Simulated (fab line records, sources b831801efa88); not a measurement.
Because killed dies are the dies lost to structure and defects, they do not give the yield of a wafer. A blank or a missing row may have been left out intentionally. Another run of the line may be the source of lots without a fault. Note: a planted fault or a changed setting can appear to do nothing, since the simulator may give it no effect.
Chamber matching || flow sky130 || SKY_VIA3_ETCH_15 on rie-diel-01: 4 sister chambers
The step etches SiO2 in C4F8/O2/Ar, stops on TiN, target depth 507 nm, time 78 s. 4 wafers are shown with their chamber, then 10 later ones without.

## EACH WAFER AND ITS CHAMBER
{"wafer": "L087.3", "chamber": 1, "oes-product-au (a.u.)": 0.948}
{"wafer": "L089.2", "chamber": 3, "oes-product-au (a.u.)": 0.944}
{"wafer": "L091.1", "chamber": 0, "oes-product-au (a.u.)": 0.948}
{"wafer": "L091.3", "chamber": 2, "oes-product-au (a.u.)": 0.939}

## WAFERS WITHOUT THEIR CHAMBER
{"wafer": "L091.6", "oes-product-au (a.u.)": 0.946}
{"wafer": "L092.1", "oes-product-au (a.u.)": 0.940}
{"wafer": "L092.3", "oes-product-au (a.u.)": 0.946}
{"wafer": "L092.5", "oes-product-au (a.u.)": 0.937}
{"wafer": "L094.2", "oes-product-au (a.u.)": 0.944}
{"wafer": "L094.5", "oes-product-au (a.u.)": 0.936}
{"wafer": "L094.6", "oes-product-au (a.u.)": 0.944}
{"wafer": "L095.2", "oes-product-au (a.u.)": 0.952}
{"wafer": "L095.3", "oes-product-au (a.u.)": 0.945}
{"wafer": "L095.4", "oes-product-au (a.u.)": 0.950}

## WHICH CHAMBER EACH ONE RAN IN
{"wafer": "L091.6", "from the rows above": "can't be placed: 0 or 1 or 3", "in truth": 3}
{"wafer": "L092.1", "from the rows above": "can't be placed: 2 or 3", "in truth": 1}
{"wafer": "L092.3", "from the rows above": "can't be placed: 0 or 1 or 3", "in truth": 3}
{"wafer": "L092.5", "from the rows above": 2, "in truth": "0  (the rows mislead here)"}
{"wafer": "L094.2", "from the rows above": "can't be placed: 3 or 0 or 1", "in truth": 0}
{"wafer": "L094.5", "from the rows above": 2, "in truth": 2}
{"wafer": "L094.6", "from the rows above": "can't be placed: 3 or 0 or 1", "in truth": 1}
{"wafer": "L095.2", "from the rows above": "can't be placed: 0 or 1 or 3", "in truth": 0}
{"wafer": "L095.3", "from the rows above": "can't be placed: 3 or 0 or 1", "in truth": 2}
{"wafer": "L095.4", "from the rows above": "can't be placed: 0 or 1 or 3", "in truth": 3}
1 of 10 placed correctly. Can't be placed from these rows: 8 (the true chamber is among the candidates in 6). Number placed wrongly: 1.
How it was worked out, from the rows above alone: a wafer's distance from a chamber is the root of the sum, over the readings, of the square of ((its reading less the chamber's mean) divided by the reading's scatter). The wafer belongs to the nearest chamber; if the next one is less than 2 further off, it can't be placed. Each chamber's mean is taken over the wafers shown for it. The scatter (one wafer shown for each chamber): square how far every hidden wafer sits from the nearest shown wafer, average those squares and take the square root.
